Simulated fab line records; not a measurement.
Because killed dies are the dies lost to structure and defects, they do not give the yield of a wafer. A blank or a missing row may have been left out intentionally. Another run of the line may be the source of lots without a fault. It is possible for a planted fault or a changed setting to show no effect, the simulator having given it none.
A single fault, viewed from 2 desks | flow sky130 | only its own numbers are on each desk; what lay behind them is given at the end

== AT THE METROLOGY DESK ==
Means of the sampled wafers that have a number, per lot and without regard to the tool the lot ran on: this is what the gauges read. Any lot whose mean is over 4 standard deviations away from the usual mean is out of limits and marked OUT; that distance is given in the brackets.
Columns: A = VT_ADJUST_LVTN_OVL at SKY_VT_ADJUST_LVTN_OVL_MEAS_07, usual 2.0 nm; B = VT_ADJUST_LVTN_01_OVL at SKY_VT_ADJUST_LVTN_OVL_MEAS_18, usual 0.4 nm
lot  | first seen here | A    | B
L700 | day 7 07:13     | 3.9  | -1.2
L703 | day 7 20:01     | 2.4  | 0.8
L705 | day 8 11:50     | 3.1  | -1.3
L706 | day 8 16:19     | 3.3  | -1.4
L707 | day 9 01:10     | 0.6  | -0.1
L708 | day 9 08:00     | 1.5  | 1.0
L711 | day 10 01:44    | 1.1  | 1.2
L715 | day 11 02:52    | 2.6  | 1.7
L717 | day 11 13:53    | 1.1  | -1.2
L718 | day 11 19:23    | 0.3  | 2.7
L719 | day 12 02:25    | 1.7  | 2.7
L720 | day 12 11:40    | 0.8  | 1.7
L721 | day 12 21:08    | -0.3 | 1.8
Result from this desk: across the 13 lots, nothing is out of limits.

== AT THE TOOL OWNER'S DESK: litho track-04 ==
The tool's own readings at SKY_SONOS_TUNNEL_COAT_02 (resist thk 1140 nm): means of the sampled wafers that have a number, for each lot that ran on this tool. Any lot whose mean is over 4 standard deviations away from the usual mean is out of limits and marked OUT; that distance is given in the brackets.
Columns: A = spin speed rpm at SKY_SONOS_TUNNEL_COAT_02, usual 3000.1 rpm
lot  | first seen here | A
L700 | day 11 07:25    | 3000.5
L706 | day 12 22:11    | 2924.1 (-38) OUT
L707 | day 13 10:07    | 2922.2 (-39) OUT
L708 | day 13 18:47    | 2922.1 (-39) OUT
L717 | day 16 11:16    | 3001.1
L719 | day 17 04:13    | 3001.4
Finding of this desk: L706, L707, L708 out of limits; the first was L706 at day 12 22:11, on spin speed rpm at SKY_SONOS_TUNNEL_COAT_02. Within limits: L700, L717, L719.

== ALL TOGETHER ==
At day 12 22:11, on L706, L707, L708, the tool owner's desk was in a position to raise an alarm.
The metrology desk saw nothing out of limits.
The metrology desk has L706, L707, L708 on record, within its limits.
SKY_SONOS_TUNNEL_COAT_02 was run on litho track-04 by each of the lots named.

== WHAT THE SIMULATOR HAD PUT IN ==
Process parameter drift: litho track-04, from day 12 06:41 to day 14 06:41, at SKY_SONOS_TUNNEL_COAT_02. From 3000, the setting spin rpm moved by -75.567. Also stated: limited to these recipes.
Shown lots that were struck: L706, L707, L708.
Delay in hours, fault start to first out-of-limits reading, by desk: the tool owner's desk at 16.
